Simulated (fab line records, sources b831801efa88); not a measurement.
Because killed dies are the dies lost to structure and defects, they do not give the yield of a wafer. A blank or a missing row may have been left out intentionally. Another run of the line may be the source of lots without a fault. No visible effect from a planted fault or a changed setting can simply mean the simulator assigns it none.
A sampling plan put to the test / flow gf180mcu / one fab line, 12 faults that these records tell of, each judged on the records of the lots that it struck
The plan is the line's own looks: the steps of the route at which a gauge or an inspection reads the wafer and doesn't change it. A look is open to judgement when struck wafers have a number at it and the file gives its usual mean and standard deviation on fault-free wafers. Caught: at a look after the fault's first step, the mean of the struck wafers lies 4 or more of those standard deviations (sigma) from the usual mean. On the tool: the fault's steps, tested the same way using the tool's own readings. Also counted as caught: the struck wafers showing another recipe, or a record that is empty for them alone.

## THE FAULTS, as the simulator had put them in
1. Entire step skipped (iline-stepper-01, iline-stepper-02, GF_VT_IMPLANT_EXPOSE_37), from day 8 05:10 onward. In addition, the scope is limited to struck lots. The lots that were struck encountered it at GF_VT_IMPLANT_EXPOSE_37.
2. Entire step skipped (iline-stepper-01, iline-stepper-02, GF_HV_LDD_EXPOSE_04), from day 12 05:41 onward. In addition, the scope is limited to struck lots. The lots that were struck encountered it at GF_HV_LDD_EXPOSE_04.
3. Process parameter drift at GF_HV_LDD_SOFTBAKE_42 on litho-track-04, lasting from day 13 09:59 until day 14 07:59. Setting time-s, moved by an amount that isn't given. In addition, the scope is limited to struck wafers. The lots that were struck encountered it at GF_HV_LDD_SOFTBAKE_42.
4. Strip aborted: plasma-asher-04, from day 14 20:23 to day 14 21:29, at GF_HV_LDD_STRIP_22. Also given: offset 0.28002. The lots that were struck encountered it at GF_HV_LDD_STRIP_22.
5. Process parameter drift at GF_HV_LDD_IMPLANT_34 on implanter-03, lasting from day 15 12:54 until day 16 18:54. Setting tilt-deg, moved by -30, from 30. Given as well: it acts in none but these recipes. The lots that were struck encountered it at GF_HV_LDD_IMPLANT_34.
6. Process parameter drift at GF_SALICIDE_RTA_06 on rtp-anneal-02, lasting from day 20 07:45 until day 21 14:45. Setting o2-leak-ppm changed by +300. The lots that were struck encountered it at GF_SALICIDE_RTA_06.
7. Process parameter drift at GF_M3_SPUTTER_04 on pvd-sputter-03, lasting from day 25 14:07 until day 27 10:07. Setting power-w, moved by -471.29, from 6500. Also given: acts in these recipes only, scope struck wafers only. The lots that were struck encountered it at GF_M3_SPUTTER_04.
8. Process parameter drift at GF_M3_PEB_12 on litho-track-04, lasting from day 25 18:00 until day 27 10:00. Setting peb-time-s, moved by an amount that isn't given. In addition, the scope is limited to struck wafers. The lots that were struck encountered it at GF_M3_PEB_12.
9. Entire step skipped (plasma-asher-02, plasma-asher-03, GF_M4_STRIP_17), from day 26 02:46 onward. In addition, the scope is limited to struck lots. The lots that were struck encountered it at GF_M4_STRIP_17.
10. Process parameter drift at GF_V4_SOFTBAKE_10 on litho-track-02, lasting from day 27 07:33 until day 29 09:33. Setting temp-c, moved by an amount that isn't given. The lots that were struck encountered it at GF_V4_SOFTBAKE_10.
11. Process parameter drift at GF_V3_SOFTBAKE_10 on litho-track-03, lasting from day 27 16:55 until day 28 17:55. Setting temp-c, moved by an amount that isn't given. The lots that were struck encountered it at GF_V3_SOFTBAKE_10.
12. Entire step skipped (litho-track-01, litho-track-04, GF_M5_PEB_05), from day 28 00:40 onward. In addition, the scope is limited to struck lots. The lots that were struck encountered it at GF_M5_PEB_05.

## WHAT THE PLAN SAW
fault=1; on the tool itself=no reading that can be judged; first look that catches it=no look after it can be judged; reading, sigma=-; median hours from its first step to that look=-; hours from the fault's start to the first struck lot there=-; judged looks passed uncaught=0
fault=2; on the tool itself=no reading that can be judged; first look that catches it=no look after it can be judged; reading, sigma=-; median hours from its first step to that look=-; hours from the fault's start to the first struck lot there=-; judged looks passed uncaught=0
fault=3; on the tool itself=run-length-s +23 sigma; first look that catches it=no look after it can be judged; reading, sigma=-; median hours from its first step to that look=-; hours from the fault's start to the first struck lot there=-; judged looks passed uncaught=0
fault=4; on the tool itself=oes-product-au +40 sigma; first look that catches it=not the one look that can be judged after it; reading, sigma=-; median hours from its first step to that look=-; hours from the fault's start to the first struck lot there=-; judged looks passed uncaught=1
fault=5; on the tool itself=tilt-deg -99 or beyond sigma; first look that catches it=GF_HV_LDD_TW_MEAS_38; reading, sigma=HV_LDD_3_TW -5.1; median hours from its first step to that look=0.5; hours from the fault's start to the first struck lot there=7; judged looks passed uncaught=0
fault=6; on the tool itself=chamber-o2-ppm +99 or beyond sigma; first look that catches it=no look after it can be judged; reading, sigma=-; median hours from its first step to that look=-; hours from the fault's start to the first struck lot there=-; judged looks passed uncaught=0
fault=7; on the tool itself=cathode-dc-power-W -99 or beyond sigma; first look that catches it=none of the 2 looks that can be judged after it; reading, sigma=-; median hours from its first step to that look=-; hours from the fault's start to the first struck lot there=-; judged looks passed uncaught=2
fault=8; on the tool itself=heater-power-total-W +21 sigma; first look that catches it=no look after it can be judged; reading, sigma=-; median hours from its first step to that look=-; hours from the fault's start to the first struck lot there=-; judged looks passed uncaught=0
fault=9; on the tool itself=the tool's record is blank for the struck wafers; first look that catches it=no look after it can be judged; reading, sigma=-; median hours from its first step to that look=-; hours from the fault's start to the first struck lot there=-; judged looks passed uncaught=0
fault=10; on the tool itself=heater-power-total-W -52 sigma; first look that catches it=GF_V4_CD_MEAS_14; reading, sigma=cd-nm -7.6; median hours from its first step to that look=9.9; hours from the fault's start to the first struck lot there=17; judged looks passed uncaught=0
fault=11; on the tool itself=heater-power-total-W +75 sigma; first look that catches it=GF_V3_CD_MEAS_14; reading, sigma=cd-nm +13; median hours from its first step to that look=10.0; hours from the fault's start to the first struck lot there=17; judged looks passed uncaught=0
fault=12; on the tool itself=the tool's record is blank for the struck wafers; first look that catches it=no look after it can be judged; reading, sigma=-; median hours from its first step to that look=-; hours from the fault's start to the first struck lot there=-; judged looks passed uncaught=0
A dash: this means the fault isn't caught or the number doesn't appear in these records.

Caught at a look: 3 of 12. Caught on the tool: 10 of 12. By one or the other: 10 of 12.
On the tool alone, faults 3, 4, 6, 7, 8, 9, 12 were caught.
Caught by neither: faults 1, 2.

## THINNER SAMPLING
In the worst case, this is how late the first struck lot would be measured if the look that catches a fault measured only every second or every third lot, by lot number:
fault=5; struck lots at that look, in order of time=L163, L164; every lot=7 h; every second lot=17 h; every third lot=may miss all 2
fault=10; struck lots at that look, in order of time=L893, L897, L899; every lot=17 h; every second lot=may miss all 3; every third lot=may miss all 3
fault=11; struck lots at that look, in order of time=L452, L453; every lot=17 h; every second lot=22 h; every third lot=may miss all 2
The hour figures run from when the fault began to the first measured lot among those it struck. The limit of 4 sigma was tested on all struck wafers together, so one lot alone may lie under it. Other struck lots may not be in these records.

## THE LONGEST TIMED WAY FROM STEP TO LOOK
Fault 11: median gap of 10.0 hours between GF_V3_SOFTBAKE_10 and GF_V3_CD_MEAS_14. No look between them can be judged.
